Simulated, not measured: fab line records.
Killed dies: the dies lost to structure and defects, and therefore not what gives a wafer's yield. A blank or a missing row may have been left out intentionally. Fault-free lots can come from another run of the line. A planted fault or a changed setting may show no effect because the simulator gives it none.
fab line records ; flow gf180mcu
record lots=7; wafers=21; last-day=34
route steps=602 shown PSD@258 NSD@262 SAB@264
lots that met no fault: from a run of the same line without faults
start-h: the number of hours between the record's first day and the start of the first shown wafer of the lot ; wait-h: hours since the lot's step before ; " identical to the entry in the row above ; L1.1+2: several wafers, shown together as one row ; - no value present, or no start provided ; * or withheld: withheld ; < > ~ a bound
route shown NAME@n: NAME is a module with steps in the file, n the number in the route of the first one ; usual: mean and standard deviation over wafers with no fault ; same: alike in all rows ; chamber/n: place in a boat ; sites: readings site by site ; _std_site: standard deviation of those values ; _edge_site: mean of outer sites minus mean of inner sites ; radius-mm: for every site, how far away it sits from the centre of the wafer ; mask NAME#n: copy n ; behind: the tool/chamber that last shaped the wafer ; hold: why the lot went on hold/how many hours it stayed there/how the hold came to an end ; device: transistor that didn't switch, given as n, p or np ; end of line: the tests these same wafers got at the end of their route ; where a step has no rows: the recipe by itself ; killed: dies lost to structure and defects at the first sort, not the wafer's yield ; map: a wafer's dies, marking killed ones x, the rest . and places with no die _
set.NAME: the setting as run; set.NAME@STEP: as run at that earlier step ; model.NAME: the simulator's own value behind a step, which no gauge read
certain route steps with their lots: each step a table, each wafer a row
services: a tool's chamber out of use, with start hour (start-h, from the record's first day; less than 0 if before it), hours out, and reason
## steps
# step GF_PSD_STRIP_10
# recipe chemistry=O2/N2; power-w=1400; pressure-mtorr=1500; platen-temp-c=250; o2-flow-sccm=3000; n2-flow-sccm=300; overash-fraction=0.5
# usual drypump-motor-current-A=5.9/0.55; heater-power-w=331/37; oes-product-au=0.592/0.0042; strip-time-to-endpoint-s=16.53/0.039
lot.wafer;tool;chamber;start-h;wait-h;drypump-motor-current-A;heater-power-w;oes-product-au;rf-hours-counter-h;strip-time-to-endpoint-s
L156.3;plasma-asher-01;0;335.47;0.1;4.7;342;0.587;-;16.57
L156.4;plasma-asher-01;1;335.47;0.1;5.5;312;0.594;-;16.56
L156.6;plasma-asher-01;1;335.47;0.1;5.6;313;0.594;-;16.57
L159.2;plasma-asher-03;0;353.41;0.1;6.4;395;0.588;22;16.57
L159.3;plasma-asher-03;1;353.41;0.1;6.0;309;0.594;-;16.59
L159.5;plasma-asher-03;0;353.41;0.1;6.4;394;0.595;-;16.61
L160.1;plasma-asher-02;1;367.94;0.1;6.0;323;0.593;75;16.54
L160.2;plasma-asher-02;0;367.94;0.1;6.3;302;0.591;75;16.56
L160.5;plasma-asher-02;1;367.94;0.1;5.9;328;0.594;-;16.55
L161.1;plasma-asher-03;0;375.04;0.1;6.4;402;0.588;22;16.47
L161.4;plasma-asher-03;1;375.04;0.1;6.0;293;0.586;-;16.49
L161.6;plasma-asher-03;1;375.04;0.1;6.1;294;0.591;-;16.49
L169.2;plasma-asher-03;0;448.04;0.1;6.4;399;0.585;30;16.56
L169.4;plasma-asher-03;0;448.04;0.1;6.4;397;0.590;-;16.61
L169.6;plasma-asher-03;1;448.04;0.1;6.1;296;0.586;-;16.60
L170.1;plasma-asher-03;1;453.19;0.1;6.1;299;0.596;31;16.47
L170.2;plasma-asher-03;0;453.19;0.1;6.4;398;0.593;31;16.48
L170.4;plasma-asher-03;1;453.19;0.1;6.1;303;0.595;-;16.50
L176.2;plasma-asher-03;1;505.65;0.1;6.0;299;0.591;36;16.51
L176.3;plasma-asher-03;0;505.65;0.1;6.4;390;0.592;-;16.46
L176.6;plasma-asher-03;0;505.65;0.1;6.4;407;0.589;-;16.51
# step GF_PSD_TW_MEAS_11
# usual PSD_TW=3195/42
lot.wafer;tool;chamber;start-h;wait-h;PSD_TW
L156.3;film-metro-03;-;335.56;0.1;3221
L156.4;film-metro-03;-;335.56;0.1;3228
L156.6;film-metro-03;-;335.56;0.1;3238
L159.2;film-metro-03;-;353.52;0.1;3252
L159.3;film-metro-03;-;353.52;0.1;3265
L159.5;film-metro-03;-;353.52;0.1;3247
L160.1;film-metro-04;-;368.04;0.1;3176
L160.2;film-metro-04;-;368.04;0.1;3166
L160.5;film-metro-04;-;368.04;0.1;3145
L161.1;film-metro-04;-;375.14;0.1;3165
L161.4;film-metro-04;-;375.14;0.1;3173
L161.6;film-metro-04;-;375.14;0.1;3167
L169.2;film-metro-03;-;448.15;0.1;3222
L169.4;film-metro-03;-;448.15;0.1;3229
L169.6;film-metro-03;-;448.15;0.1;3225
L170.1;film-metro-03;-;453.29;0.1;3227
L170.2;film-metro-03;-;453.29;0.1;3226
L170.4;film-metro-03;-;453.29;0.1;3223
L176.2;film-metro-02;-;505.80;0.1;3237
L176.3;film-metro-02;-;505.80;0.1;3215
L176.6;film-metro-02;-;505.80;0.1;3226
# step GF_PSD_CLEAN_12
# recipe chemistry=SC1/SC2; mix=1:4:20; temp-c=70; time-s=150; dry=n2-spin
# step GF_PSD_RTA_13
# recipe temp-c=1025; time-s=20; ambient=N2
# usual anneal-temp-c-max=1030.2/2.4; lamp-power-pct=33.4/0.97; wafer_temp_C_max=1030.8/3
lot.wafer;tool;chamber;start-h;wait-h;anneal-temp-c-max;lamp-power-pct;wafer_temp_C_max
L156.3;rtp-anneal-02;0;335.68;0.0;1032.1;32.4;1029.6
L156.4;rtp-anneal-02;0;335.68;0.0;1032.0;32.4;1030.5
L156.6;rtp-anneal-02;0;335.68;0.0;1031.9;32.4;1028.3
L159.2;rtp-anneal-01;0;353.63;0.0;1027.4;34.4;1033.9
L159.3;rtp-anneal-01;0;353.63;0.0;1027.4;34.4;1033.8
L159.5;rtp-anneal-01;0;353.63;0.0;1028.3;34.4;1035.2
L160.1;rtp-anneal-01;0;368.15;0.0;1027.4;34.4;1033.0
L160.2;rtp-anneal-01;0;368.15;0.0;1028.0;34.4;1032.1
L160.5;rtp-anneal-01;0;368.15;0.0;1028.4;34.4;1031.9
L161.1;rtp-anneal-01;0;375.25;0.0;1028.3;34.4;1033.9
L161.4;rtp-anneal-01;0;375.25;0.0;1028.5;34.4;1038.9
L161.6;rtp-anneal-01;0;375.25;0.0;1028.0;34.4;1033.2
L169.2;rtp-anneal-01;0;448.27;0.0;1028.2;34.4;1030.6
L169.4;rtp-anneal-01;0;448.27;0.0;1028.0;34.4;1034.9
L169.6;rtp-anneal-01;0;448.27;0.0;1029.0;34.4;1031.7
L170.1;rtp-anneal-01;0;453.40;0.0;1027.5;34.4;1033.0
L170.2;rtp-anneal-01;0;453.40;0.0;1026.9;34.3;1032.9
L170.4;rtp-anneal-01;0;453.40;0.0;1027.4;34.3;1036.5
L176.2;rtp-anneal-02;0;505.91;0.0;1032.3;32.4;1028.9
L176.3;rtp-anneal-02;0;505.91;0.0;1032.7;32.4;1027.9
L176.6;rtp-anneal-02;0;505.91;0.0;1030.7;32.5;1027.8
# step GF_PSD_RS_MEAS_14
# recipe thk-meas-gauge=four-point-probe
# usual NSD_RS=46.17/0.087
lot.wafer;tool;chamber;start-h;wait-h;NSD_RS[ohm/sq]
L156.3;film-metro-04;-;335.77;0.1;46.18
L156.4;film-metro-04;-;335.77;0.1;46.17
L156.6;film-metro-04;-;335.77;0.1;46.14
L159.2;film-metro-03;-;353.72;0.1;46.01
L159.3;film-metro-03;-;353.72;0.1;46.06
L159.5;film-metro-03;-;353.72;0.1;46.14
L160.1;film-metro-02;-;368.23;0.1;46.11
L160.2;film-metro-02;-;368.23;0.1;46.15
L160.5;film-metro-02;-;368.23;0.1;46.23
L161.1;film-metro-03;-;375.33;0.1;46.09
L161.4;film-metro-03;-;375.33;0.1;46.05
L161.6;film-metro-03;-;375.33;0.1;46.00
L169.2;film-metro-03;-;448.36;0.1;46.13
L169.4;film-metro-03;-;448.36;0.1;46.08
L169.6;film-metro-03;-;448.36;0.1;46.10
L170.1;film-metro-04;-;453.51;0.1;46.19
L170.2;film-metro-04;-;453.51;0.1;46.25
L170.4;film-metro-04;-;453.51;0.1;46.23
L176.2;film-metro-02;-;506.00;0.1;46.15
L176.3;film-metro-02;-;506.00;0.1;46.22
L176.6;film-metro-02;-;506.00;0.1;46.20
# step GF_PSD_RS_MEAS_15
# recipe thk-meas-gauge=four-point-probe
# usual PSD_RS=108.65/0.28
lot.wafer;tool;chamber;start-h;wait-h;PSD_RS[ohm/sq]
L156.3;film-metro-04;-;335.89;0.1;108.62
L156.4;film-metro-04;-;335.89;0.1;108.87
L156.6;film-metro-04;-;335.89;0.1;108.57
L159.2;film-metro-03;-;353.84;0.1;108.54
L159.3;film-metro-03;-;353.84;0.1;108.46
L159.5;film-metro-03;-;353.84;0.1;108.43
L160.1;film-metro-02;-;368.35;0.1;108.68
L160.2;film-metro-02;-;368.35;0.1;108.40
L160.5;film-metro-02;-;368.35;0.1;108.46
L161.1;film-metro-03;-;375.45;0.1;108.50
L161.4;film-metro-03;-;375.45;0.1;108.25
L161.6;film-metro-03;-;375.45;0.1;108.26
L169.2;film-metro-03;-;448.48;0.1;108.45
L169.4;film-metro-03;-;448.48;0.1;108.46
L169.6;film-metro-03;-;448.48;0.1;108.75
L170.1;film-metro-04;-;453.63;0.1;109.09
L170.2;film-metro-04;-;453.63;0.1;108.76
L170.4;film-metro-04;-;453.63;0.1;108.58
L176.2;film-metro-02;-;506.12;0.1;108.81
L176.3;film-metro-02;-;506.12;0.1;109.06
L176.6;film-metro-02;-;506.12;0.1;108.81
# step GF_SAB_CVD_00
# recipe material=SiO2; target-thk-nm=50; precursor=TEOS; temp-c=400; time-s=4.9302; rf-w=600
# usual heater-power-w=696/110
lot.wafer;tool;chamber;start-h;wait-h;heater-power-w
L156.3;pecvd-04;1;335.97;0.1;682
L156.4;pecvd-04;2;335.97;0.1;723
L156.6;pecvd-04;0;335.97;0.1;565
L159.2;pecvd-04;0;353.94;0.1;664
L159.3;pecvd-04;1;353.94;0.1;706
L159.5;pecvd-04;0;353.94;0.1;682
L160.1;pecvd-04;0;368.47;0.1;599
L160.2;pecvd-04;2;368.47;0.1;775
L160.5;pecvd-04;2;368.47;0.1;780
L161.1;pecvd-03;1;375.57;0.1;716
L161.4;pecvd-03;1;375.57;0.1;708
L161.6;pecvd-03;0;375.57;0.1;858
L169.2;pecvd-02;2;448.58;0.1;683
L169.4;pecvd-02;0;448.58;0.1;738
L169.6;pecvd-02;2;448.58;0.1;707
L170.1;pecvd-04;2;453.75;0.1;764
L170.2;pecvd-04;1;453.75;0.1;571
L170.4;pecvd-04;2;453.75;0.1;742
L176.2;pecvd-02;1;506.22;0.1;635
L176.3;pecvd-02;0;506.22;0.1;873
L176.6;pecvd-02;2;506.22;0.1;659
# step GF_SAB_THK_MEAS_01
# recipe reads=SiO2_of_SAB_CVD_00
# usual SAB_CVD_00_THK=49.7/0.65
lot.wafer;tool;chamber;start-h;wait-h;SAB_CVD_00_THK[nm]
L156.3;film-metro-03;-;336.01;0.0;48.8
L156.4;film-metro-03;-;336.01;0.0;49.3
L156.6;film-metro-03;-;336.01;0.0;50.5
L159.2;film-metro-01;-;353.97;0.0;49.8
L159.3;film-metro-01;-;353.97;0.0;48.2
L159.5;film-metro-01;-;353.97;0.0;50.8
L160.1;film-metro-03;-;368.49;0.0;49.5
L160.2;film-metro-03;-;368.49;0.0;48.4
L160.5;film-metro-03;-;368.49;0.0;50.0
L161.1;film-metro-02;-;375.59;0.0;49.2
L161.4;film-metro-02;-;375.59;0.0;48.9
L161.6;film-metro-02;-;375.59;0.0;50.9
L169.2;film-metro-02;-;448.61;0.0;49.3
L169.4;film-metro-02;-;448.61;0.0;51.1
L169.6;film-metro-02;-;448.61;0.0;50.3
L170.1;film-metro-01;-;453.77;0.0;49.7
L170.2;film-metro-01;-;453.77;0.0;49.8
L170.4;film-metro-01;-;453.77;0.0;50.4
L176.2;film-metro-03;-;506.25;0.0;49.2
L176.3;film-metro-03;-;506.25;0.0;49.4
L176.6;film-metro-03;-;506.25;0.0;49.9
# step GF_SAB_DEHYDRATE_02
# recipe temp-c=200; time-s=60
# step GF_SAB_HMDS_03
# recipe prime-time-s=60; prime-temp-c=120
# step GF_SAB_COAT_04
# recipe resist=NOVOLAK; spin-rpm=3000; resist-thk-nm=1000
# step GF_SAB_SOFTBAKE_05
# recipe temp-c=90; time-s=60; resist=NOVOLAK
# step GF_SAB_EXPOSE_06
# recipe mask-id=SAB; target-cd-nm=420; na=0.6; source-shape=conventional; sigma-outer=0.6; dose-mj=140
# usual exposure-dose-mJ-cm2=140.01/0.13; focus-offset-nm=0.0/0.58; sigma-outer=0.6/0
lot.wafer;tool;chamber;start-h;wait-h;mask;exposure-dose-mJ-cm2;focus-offset-nm;sigma-outer
L156.3;iline-stepper-02;0;347.35;-;SAB#0;139.97;-0.1;0.6
L156.4;iline-stepper-02;0;347.35;-;SAB#0;139.84;0.3;0.6
L156.6;iline-stepper-02;0;347.35;-;SAB#0;140.05;0.2;0.6
L159.2;iline-stepper-01;-;364.87;-;SAB#0;-;-;-
L159.3;iline-stepper-01;-;364.87;-;SAB#0;-;-;-
L159.5;iline-stepper-01;-;364.87;-;SAB#0;-;-;-
L160.1;iline-stepper-02;-;379.62;-;SAB#0;-;-;-
L160.2;iline-stepper-02;-;379.62;-;SAB#0;-;-;-
L160.5;iline-stepper-02;-;379.62;-;SAB#0;-;-;-
L161.1;iline-stepper-01;-;386.72;-;SAB#0;-;-;-
L161.4;iline-stepper-01;-;386.72;-;SAB#0;-;-;-
L161.6;iline-stepper-01;-;386.72;-;SAB#0;-;-;-
L169.2;iline-stepper-01;0;459.57;-;SAB#0;139.78;-0.6;0.6
L169.4;iline-stepper-01;0;459.57;-;SAB#0;139.87;-1.0;0.6
L169.6;iline-stepper-01;0;459.57;-;SAB#0;140.03;-0.7;0.6
L170.1;iline-stepper-01;0;465.85;-;SAB#0;140.16;-0.2;0.6
L170.2;iline-stepper-01;0;465.85;-;SAB#0;140.05;0.4;0.6
L170.4;iline-stepper-01;0;465.85;-;SAB#0;140.06;0.8;0.6
L176.2;iline-stepper-01;0;518.06;-;SAB#0;140.11;1.2;0.6
L176.3;iline-stepper-01;0;518.06;-;SAB#0;140.13;0.1;0.6
L176.6;iline-stepper-01;0;518.06;-;SAB#0;140.03;1.4;0.6
# step GF_SAB_PEB_07
# recipe temp-c=withheld; time-s=*; resist=NOVOLAK
## services
tool;chamber;start-h;hours;kind
pecvd-03;-;314.66;0.7;repair
pecvd-04;2;317.66;15.3;repair
plasma-asher-03;-;338.24;14.6;pm
plasma-asher-01;-;343.54;1.2;repair
pecvd-02;0;348.91;11.8;repair
pecvd-02;-;355.15;14.5;repair
plasma-asher-03;-;356.02;13.2;repair
plasma-asher-02;-;368.52;1.5;repair
pecvd-02;-;369.66;14.0;pm
pecvd-02;0;369.66;14.0;vent-cycle
pecvd-02;1;369.66;14.0;vent-cycle
pecvd-02;2;369.66;14.0;vent-cycle
pecvd-03;-;371.05;0.6;repair
pecvd-02;0;383.66;-;clean
pecvd-02;1;383.66;-;clean
iline-stepper-01;-;402.47;2.1;pm
iline-stepper-01;-;404.55;-;consumable-replace:lamp
pecvd-04;-;427.74;0.3;repair
pecvd-04;-;464.00;2.8;pm
plasma-asher-01;-;467.11;0.8;repair
iline-stepper-02;-;470.61;1.7;pm
rtp-anneal-02;-;471.69;3.9;pm
iline-stepper-01;-;482.27;1.7;pm
iline-stepper-01;-;484.77;9.7;repair
## key
first-sign step=GF_SAB_EXPOSE_06; reading=tool-record; direction=missing
effect none on later readings
met-at GF_SAB_EXPOSE_06
struck-wafers L159.2,L159.3,L159.5,L160.1,L160.2,L160.5,L161.1,L161.4,L161.6
later-rows-left-out L159.2,L159.3,L159.5,L160.1,L160.2,L160.5,L161.1,L161.4,L161.6
sort-left-out L159.2,L159.3,L159.5,L160.1,L160.2,L160.5,L161.1,L161.4,L161.6
tester-left-out L159,L160,L161
onset-between 347.35 364.87
fault kind=skipped-step-whole; tool=iline-stepper-01,iline-stepper-02; chamber=-; onset-h=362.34; steps=GF_SAB_EXPOSE_06; scope=struck-lots-only
# tester-left-out: of these lots the tester's yield and bins aren't shown, on N5 and GAA mostly nor the transistor test; their killed dies are dies lost to structure and defects alone, not to doping, threshold or leakage, so they don't give the yield
# sort-left-out: the simulated sort isn't trusted on such a fault, so these wafers' sort isn't shown, and their yield isn't known
# later-rows-left-out: the simulator's readings of these wafers behind a module that went badly wrong aren't trusted and aren't shown, but for the sort
